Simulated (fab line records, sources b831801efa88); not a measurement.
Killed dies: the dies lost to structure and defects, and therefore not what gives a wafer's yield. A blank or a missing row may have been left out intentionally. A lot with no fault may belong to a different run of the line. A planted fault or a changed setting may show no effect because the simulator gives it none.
Which tool was responsible? / flow gf180mcu / 12 lots with 36 wafers sampled at 2 steps, on a route of 602 steps

## WHAT EACH GAUGE READ, for each wafer
GF_DUAL_GATE_THK_MEAS_03.
lot=L494; measured=day 7 20:07; on=film metro-02; DUAL_GATE_OXIDATION_00_THK (nm)=11.10 11.02 11.39
lot=L495; measured=day 8 00:20; on=film metro-01; DUAL_GATE_OXIDATION_00_THK (nm)=10.98 11.15 11.23
lot=L496; measured=day 8 03:46; on=film metro-02; DUAL_GATE_OXIDATION_00_THK (nm)=11.26 11.22 11.25
lot=L498; measured=day 8 20:25; on=film metro-02; DUAL_GATE_OXIDATION_00_THK (nm)=11.35 11.21 11.21
lot=L501; measured=day 9 12:14; on=film metro-01; DUAL_GATE_OXIDATION_00_THK (nm)=10.85 11.00 11.05
lot=L503; measured=day 10 05:20; on=film metro-02; DUAL_GATE_OXIDATION_00_THK (nm)=10.88 10.92 10.80
lot=L504; measured=day 10 12:07; on=film metro-01; DUAL_GATE_OXIDATION_00_THK (nm)=10.50 10.91 10.82
lot=L506; measured=day 11 07:16; on=film metro-04; DUAL_GATE_OXIDATION_00_THK (nm)=11.01 10.95 10.75
lot=L508; measured=day 11 12:44; on=film metro-04; DUAL_GATE_OXIDATION_00_THK (nm)=11.40 11.32 11.33
lot=L510; measured=day 12 04:43; on=film metro-02; DUAL_GATE_OXIDATION_00_THK (nm)=11.02 10.86 11.11
lot=L515; measured=day 13 13:26; on=film metro-01; DUAL_GATE_OXIDATION_00_THK (nm)=10.76 10.70 10.65
lot=L516; measured=day 13 15:48; on=film metro-01; DUAL_GATE_OXIDATION_00_THK (nm)=10.81 10.85 10.80

## WHAT TOOL EACH LOT RAN ON (gives the tool, then ch and the chambers of the sampled wafers, and finally the start)
lot=L494; GF_VT_IMPLANT_RTA_45=rtp anneal-01 ch 0, day 7 16:49
lot=L495; GF_VT_IMPLANT_RTA_45=rtp anneal-02 ch 0, day 7 21:53
lot=L496; GF_VT_IMPLANT_RTA_45=rtp anneal-02 ch 0, day 8 01:32
lot=L498; GF_VT_IMPLANT_RTA_45=rtp anneal-02 ch 0, day 8 17:38
lot=L501; GF_VT_IMPLANT_RTA_45=rtp anneal-02 ch 0, day 9 09:49
lot=L503; GF_VT_IMPLANT_RTA_45=rtp anneal-02 ch 0, day 10 03:08
lot=L504; GF_VT_IMPLANT_RTA_45=rtp anneal-01 ch 0, day 10 07:35
lot=L506; GF_VT_IMPLANT_RTA_45=rtp anneal-02 ch 0, day 11 03:18
lot=L508; GF_VT_IMPLANT_RTA_45=rtp anneal-02 ch 0, day 11 10:31
lot=L510; GF_VT_IMPLANT_RTA_45=rtp anneal-01 ch 0, day 12 01:10
lot=L515; GF_VT_IMPLANT_RTA_45=rtp anneal-02 ch 0, day 13 10:45
lot=L516; GF_VT_IMPLANT_RTA_45=rtp anneal-01 ch 0, day 13 13:36
- GF_VT_IMPLANT_RTA_45: time 30 s.

## AS READ BY THE TOOLS THEMSELVES (means over the sampled wafers that have a number; for cases with no such wafer, the mark the record gives instead)
GF_VT_IMPLANT_RTA_45.
lot=L494; tool=rtp anneal-01; lamp power pct (%)=40.3; wafer_temp_C_max=1055.7
lot=L495; tool=rtp anneal-02; lamp power pct (%)=38.1; wafer_temp_C_max=1055.2
lot=L496; tool=rtp anneal-02; lamp power pct (%)=38.1; wafer_temp_C_max=1055.2
lot=L498; tool=rtp anneal-02; lamp power pct (%)=38.1; wafer_temp_C_max=1055.4
lot=L501; tool=rtp anneal-02; lamp power pct (%)=38.1; wafer_temp_C_max=1056.2
lot=L503; tool=rtp anneal-02; lamp power pct (%)=38.1; wafer_temp_C_max=1055.7
lot=L504; tool=rtp anneal-01; lamp power pct (%)=40.3; wafer_temp_C_max=1056.1
lot=L506; tool=rtp anneal-02; lamp power pct (%)=38.1; wafer_temp_C_max=1054.7
lot=L508; tool=rtp anneal-02; lamp power pct (%)=38.1; wafer_temp_C_max=1055.2
lot=L510; tool=rtp anneal-01; lamp power pct (%)=40.2; wafer_temp_C_max=1055.9
lot=L515; tool=rtp anneal-02; lamp power pct (%)=38.1; wafer_temp_C_max=1055.0
lot=L516; tool=rtp anneal-01; lamp power pct (%)=40.3; wafer_temp_C_max=1056.3

## THE ANSWER, worked out from the rows above alone
Rule: the usual values come from the lots themselves. The widest of any qualifying gaps counts: lots, ordered by their means at a reading, are off when they make up no more than a third of the lots, leave a main group of 4 or more, and stand apart from it by 3 or more times the standard deviation of that group's means. The tables above print the reading to a certain number of digits; a main group whose means all agree to those digits is not used. Also off: a lot with no number at a reading for which 4 or more lots have one. The other lots that the step has rows for count as sound. After the gauges, taken in route order, come the tools' own readings; for these a lot's mean is taken, as printed above. The first step at which some lot is off is used, and at that step the reading that is off furthest; a lot without a number counts as furthest.
Across all readings shown, no lot is off: no conclusion can be drawn from this.

## WHAT HAD BEEN PUT IN BY THE SIMULATOR
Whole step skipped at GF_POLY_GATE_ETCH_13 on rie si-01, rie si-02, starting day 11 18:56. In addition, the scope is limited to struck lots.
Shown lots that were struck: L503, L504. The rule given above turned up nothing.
